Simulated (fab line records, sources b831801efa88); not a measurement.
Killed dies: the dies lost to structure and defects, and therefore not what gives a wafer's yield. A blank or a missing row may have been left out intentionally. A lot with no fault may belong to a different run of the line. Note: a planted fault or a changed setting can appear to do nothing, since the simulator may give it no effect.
Check for tools in common || flow sky130 || Sample size 12 lots and 37 wafers

WHY THIS WAS OPENED
SKY_VIA4_THK_MEAS_01, reading VIA4_HDPCVD_THK: flagged on 1 of 12 lots. Wafers without a fault read 1748 nm, standard deviation 17.
Rule: a lot gets a flag if all its wafers with a number sit over 4 standard deviations from that mean, or if no wafer of it has a number. All remaining lots are regarded as sound.

{"lot": "L843", "measured": "day 42 08:44", "on": "film_metro-01", "VIA4_HDPCVD_THK (nm), wafer by wafer": "1775 1781 1751", "flag": ""}
{"lot": "L844", "measured": "day 42 11:36", "on": "film_metro-03", "VIA4_HDPCVD_THK (nm), wafer by wafer": "1741 1726 1750", "flag": ""}
{"lot": "L842", "measured": "day 42 13:02", "on": "film_metro-01", "VIA4_HDPCVD_THK (nm), wafer by wafer": "1784 1759 1764", "flag": ""}
{"lot": "L847", "measured": "day 43 08:35", "on": "film_metro-01", "VIA4_HDPCVD_THK (nm), wafer by wafer": "1738 1721 1729", "flag": ""}
{"lot": "L845", "measured": "day 43 09:58", "on": "film_metro-03", "VIA4_HDPCVD_THK (nm), wafer by wafer": "1758 1735 1755", "flag": ""}
{"lot": "L846", "measured": "day 43 11:13", "on": "film_metro-04", "VIA4_HDPCVD_THK (nm), wafer by wafer": "1761 1730 1730", "flag": ""}
{"lot": "L848", "measured": "day 44 14:38", "on": "film_metro-01", "VIA4_HDPCVD_THK (nm), wafer by wafer": "1741 1727 1738", "flag": ""}
{"lot": "L850", "measured": "day 45 02:46", "on": "film_metro-03", "VIA4_HDPCVD_THK (nm), wafer by wafer": "1890 1901 1891 1903", "flag": "FLAGGED"}
{"lot": "L858", "measured": "day 46 14:19", "on": "film_metro-04", "VIA4_HDPCVD_THK (nm), wafer by wafer": "1757 1740 1741", "flag": ""}
{"lot": "L859", "measured": "day 46 15:05", "on": "film_metro-03", "VIA4_HDPCVD_THK (nm), wafer by wafer": "1734 1750 1751", "flag": ""}
{"lot": "L860", "measured": "day 46 19:34", "on": "film_metro-03", "VIA4_HDPCVD_THK (nm), wafer by wafer": "1752 1741 1743", "flag": ""}
{"lot": "L861", "measured": "day 47 00:16", "on": "film_metro-04", "VIA4_HDPCVD_THK (nm), wafer by wafer": "1734 1718 1718", "flag": ""}
The numbers of the flagged lots are 1896 nm on average: +148 nm against the usual, or +9 standard deviations.

EACH LOT AND THE TOOL IT RAN ON
The record keeps 1 process step preceding the reading, out of 708 steps on the route. In each cell: the tool, then ch and the chambers that the sampled wafers went through, then the start.
{"lot": "L843", "flag": "", "SKY_VIA4_HDPCVD_00": "hdpcvd-01 ch 0,2, day 42 08:33"}
{"lot": "L844", "flag": "", "SKY_VIA4_HDPCVD_00": "hdpcvd-01 ch 1,2, day 42 11:24"}
{"lot": "L842", "flag": "", "SKY_VIA4_HDPCVD_00": "hdpcvd-01 ch 0,1, day 42 12:51"}
{"lot": "L847", "flag": "", "SKY_VIA4_HDPCVD_00": "hdpcvd-02 ch 0,1,2, day 43 08:25"}
{"lot": "L845", "flag": "", "SKY_VIA4_HDPCVD_00": "hdpcvd-01 ch 0,2, day 43 09:47"}
{"lot": "L846", "flag": "", "SKY_VIA4_HDPCVD_00": "hdpcvd-02 ch 0,1, day 43 11:02"}
{"lot": "L848", "flag": "", "SKY_VIA4_HDPCVD_00": "hdpcvd-02 ch 0,1, day 44 14:28"}
{"lot": "L850", "flag": "FLAGGED", "SKY_VIA4_HDPCVD_00": "hdpcvd-02 ch 1, day 45 02:34"}
{"lot": "L858", "flag": "", "SKY_VIA4_HDPCVD_00": "hdpcvd-01 ch 0,1, day 46 14:08"}
{"lot": "L859", "flag": "", "SKY_VIA4_HDPCVD_00": "hdpcvd-01 ch 0,2, day 46 14:55"}
{"lot": "L860", "flag": "", "SKY_VIA4_HDPCVD_00": "hdpcvd-01 ch 0,1, day 46 19:22"}
{"lot": "L861", "flag": "", "SKY_VIA4_HDPCVD_00": "hdpcvd-01 ch 0,1, day 47 00:04"}
What the steps here do:
- SKY_VIA4_HDPCVD_00: deposits SiO2, target thk 1750 nm, time 291.7 s.
- SKY_VIA4_THK_MEAS_01

FLAGGED AGAINST TOTAL, ONE TOOL AT A TIME (gauges that did the reading follow at the end)
{"step": "SKY_VIA4_HDPCVD_00", "tool": "hdpcvd-01", "lots run": 8, "flagged": 0, "share of the flagged lots": "none", "sound lots run after its first flagged lot": "-"}
{"step": "SKY_VIA4_HDPCVD_00", "tool": "hdpcvd-02", "lots run": 4, "flagged": 1, "share of the flagged lots": "all", "sound lots run after its first flagged lot": 0}
{"step": "SKY_VIA4_THK_MEAS_01", "tool": "film_metro-01", "lots run": 4, "flagged": 0, "share of the flagged lots": "none", "sound lots run after its first flagged lot": "-"}
{"step": "SKY_VIA4_THK_MEAS_01", "tool": "film_metro-03", "lots run": 5, "flagged": 1, "share of the flagged lots": "all", "sound lots run after its first flagged lot": "2 (L859,L860)"}
{"step": "SKY_VIA4_THK_MEAS_01", "tool": "film_metro-04", "lots run": 3, "flagged": 0, "share of the flagged lots": "none", "sound lots run after its first flagged lot": "-"}

WHAT THE TABLE ALLOWS
Every flagged lot went through 2 rows of the table: hdpcvd-02 at SKY_VIA4_HDPCVD_00 and film_metro-03 at SKY_VIA4_THK_MEAS_01.
- hdpcvd-02 at SKY_VIA4_HDPCVD_00 ran 4 lots, 1 of them flagged. Its last sound lot is L848 (day 44 14:28), its first flagged lot L850 (day 45 02:34): a fault that began between those two fits. Its own readings lie more than 4 standard deviations out on every wafer of the flagged lots: run_length_s.
- film_metro-03 at SKY_VIA4_THK_MEAS_01 ran 5 lots, 1 of them flagged. Sound lots followed the first flagged one (L859, L860) on it, something a lasting fault affecting the whole tool could not allow.
One tool is left: hdpcvd-02 at SKY_VIA4_HDPCVD_00.

WHAT HAD BEEN PUT IN BY THE SIMULATOR
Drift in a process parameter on hdpcvd-02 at SKY_VIA4_HDPCVD_00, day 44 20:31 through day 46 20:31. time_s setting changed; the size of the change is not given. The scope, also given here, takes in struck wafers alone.
Struck lots among those shown: L850. The same result came from the rule above.
